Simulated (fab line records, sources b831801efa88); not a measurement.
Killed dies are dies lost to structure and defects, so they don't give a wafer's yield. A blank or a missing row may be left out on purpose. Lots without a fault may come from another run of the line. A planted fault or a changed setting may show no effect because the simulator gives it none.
Which tool did it? | flow gf180mcu | 6 lots, 18 wafers sampled, at 2 steps of a route of 602

WHAT THE GAUGES READ, wafer by wafer
GF_TOP_METAL_CD_MEAS_14: target cd 440 nm.
lot  | measured     | on        | cd_nm (nm)
L757 | day 28 15:31 | cd_sem-01 | 444.7 443.1 444.0
L760 | day 29 14:20 | cd_sem-01 | 445.6 445.7 443.9
L763 | day 30 05:06 | cd_sem-01 | 442.5 440.8 441.7
L767 | day 31 16:05 | cd_sem-02 | 439.6 440.3 438.8
L769 | day 31 23:50 | cd_sem-02 | 440.5 441.1 440.6
L772 | day 32 21:38 | cd_sem-02 | 439.5 439.8 438.8

WHICH TOOL RAN EACH LOT (tool, then ch and the chambers of the sampled wafers, then the start)
lot  | GF_TOP_METAL_SPUTTER_02
L757 | pvd_sputter-04, day 27 19:29
L760 | pvd_sputter-02, day 28 19:13
L763 | pvd_sputter-04, day 29 10:17
L767 | pvd_sputter-02, day 30 22:48
L769 | pvd_sputter-02, day 31 06:40
L772 | pvd_sputter-02, day 32 06:08
- GF_TOP_METAL_SPUTTER_02: material AlCu, target thk 900 nm, time 47.82 s.

THE ANSWER, worked out from the rows above alone
Rule: what is usual is taken from the lots themselves. Put in order of their means at a reading, lots are off if they are a third of the lots or fewer, leave a main group of 4 or more, and stand apart from it by a gap of 3 or more times the standard deviation of the main group's means; of several such gaps the widest counts. A main group whose means are all the same, to the digits that the tables above print for the reading, isn't used. A lot without any number at a reading at which 4 lots or more have one is off too. The other lots that the step has rows for count as sound.
No lot is off at any reading shown: from this, nothing can be told.

WHAT THE SIMULATOR HAD PUT IN
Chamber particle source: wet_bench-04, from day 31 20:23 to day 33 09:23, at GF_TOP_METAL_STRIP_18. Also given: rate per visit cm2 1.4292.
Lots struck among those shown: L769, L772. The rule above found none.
